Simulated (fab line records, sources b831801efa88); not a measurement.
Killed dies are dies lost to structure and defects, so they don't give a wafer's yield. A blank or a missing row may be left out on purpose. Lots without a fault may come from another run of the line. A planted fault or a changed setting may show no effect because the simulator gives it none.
Which tool did it? | flow sky130 | 12 lots, 36 wafers sampled, at 2 steps of a route of 708

WHAT THE GAUGES READ, wafer by wafer
SKY_LI_CONTACT_RS_MEAS_22: measures by four-point-probe.
lot  | measured     | on            | LI_CONTACT_W_RS (ohm/sq)
L074 | day 30 00:01 | film_metro-01 | 0.2897 0.2928 0.2909
L077 | day 30 13:49 | film_metro-03 | 0.2865 0.2882 0.2846
L079 | day 31 03:40 | film_metro-01 | 0.2848 0.2832 0.2862
L081 | day 31 16:44 | film_metro-01 | 0.2851 0.2833 0.2881
L083 | day 32 09:07 | film_metro-02 | 0.2840 0.2839 0.2852
L085 | day 33 00:50 | film_metro-02 | 0.2868 0.2889 0.2894
L087 | day 33 13:58 | film_metro-02 | 0.2891 0.2891 0.2851
L089 | day 34 05:35 | film_metro-01 | 0.2900 0.2888 0.2890
L091 | day 35 03:40 | film_metro-01 | 0.2860 0.2865 0.2884
L092 | day 35 08:31 | film_metro-01 | 0.2816 0.2812 0.2814
L095 | day 36 06:50 | film_metro-03 | 0.2854 0.2850 0.2885
L097 | day 37 01:25 | film_metro-03 | 0.2834 0.2868 0.2861

WHICH TOOL RAN EACH LOT (tool, then ch and the chambers of the sampled wafers, then the start)
lot  | SKY_LI_CONTACT_SPUTTER_19
L074 | pvd_sputter-04, day 29 23:44
L077 | pvd_sputter-01, day 30 13:34
L079 | pvd_sputter-04, day 31 03:23
L081 | pvd_sputter-04, day 31 16:25
L083 | pvd_sputter-04, day 32 08:51
L085 | pvd_sputter-02, day 33 00:34
L087 | pvd_sputter-04, day 33 13:40
L089 | pvd_sputter-01, day 34 05:16
L091 | pvd_sputter-04, day 35 03:24
L092 | pvd_sputter-02, day 35 08:15
L095 | pvd_sputter-02, day 36 06:34
L097 | pvd_sputter-04, day 37 01:07
- SKY_LI_CONTACT_SPUTTER_19: material Ti, target thk 20 nm, time 106.37 s.

THE ANSWER, worked out from the rows above alone
Rule: what is usual is taken from the lots themselves. Put in order of their means at a reading, lots are off if they are a third of the lots or fewer, leave a main group of 4 or more, and stand apart from it by a gap of 3 or more times the standard deviation of the main group's means; of several such gaps the widest counts. A main group whose means are all the same, to the digits that the tables above print for the reading, isn't used. A lot without any number at a reading at which 4 lots or more have one is off too. The other lots that the step has rows for count as sound.
No lot is off at any reading shown: from this, nothing can be told.

WHAT THE SIMULATOR HAD PUT IN
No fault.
